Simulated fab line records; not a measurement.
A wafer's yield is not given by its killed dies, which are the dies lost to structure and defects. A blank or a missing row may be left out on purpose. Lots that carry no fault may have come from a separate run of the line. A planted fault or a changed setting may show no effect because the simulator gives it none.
Chamber matching	flow sfq line	cmp-02 running SFQ_TRILAYER_I2_CMP_CMP_064: 4 sister chambers
The step polishes SiO2. 8 wafers are shown with their chamber, then 8 later ones without.

WAFERS, EACH WITH ITS CHAMBER
wafer	chamber	motor current A (A)	slurry flow ml min
L464.3	3	10.4	150.6
L476.6	0	9.0	150.2
L480.1	0	8.6	149.6
L480.6	1	10.1	149.7
L483.1	2	11.5	152.0
L483.4	1	10.2	149.8
L483.5	2	11.3	149.6
L484.3	3	10.6	150.5

WAFERS WHOSE CHAMBER IS MISSING
wafer	motor current A (A)	slurry flow ml min
L484.2	10.4	150.6
L484.5	8.5	149.7
L485.4	11.6	150.8
L485.2	10.4	150.4
L485.6	11.2	150.3
L486.1	10.8	150.1
L486.3	8.6	149.8
L486.5	10.6	150.7

THE CHAMBER EACH PASSED THROUGH
wafer	from the rows above	in truth
L484.2	can't be placed: 3 or 1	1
L484.5	0	0
L485.4	2	2
L485.2	can't be placed: 3 or 1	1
L485.6	2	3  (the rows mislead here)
L486.1	can't be placed: 3 or 2 or 1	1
L486.3	0	0
L486.5	3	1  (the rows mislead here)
3 of 8 placed correctly. Can't be placed from these rows: 3 (the true chamber is among the candidates in 3). 2 placed wrongly.
How it was worked out, from the rows above alone: a wafer's distance from a chamber is the root of the sum, over the readings, of the square of ((its reading less the chamber's mean) divided by the reading's scatter). If the next closest chamber is less than 2 further off than the closest, the wafer can't be placed; otherwise it belongs to the closest. The mean given for a chamber averages the wafers shown for that chamber. The scatter: take each reading less its chamber's mean, square it, sum over the shown wafers, divide by the number of wafers less the number of chambers, and take the root.
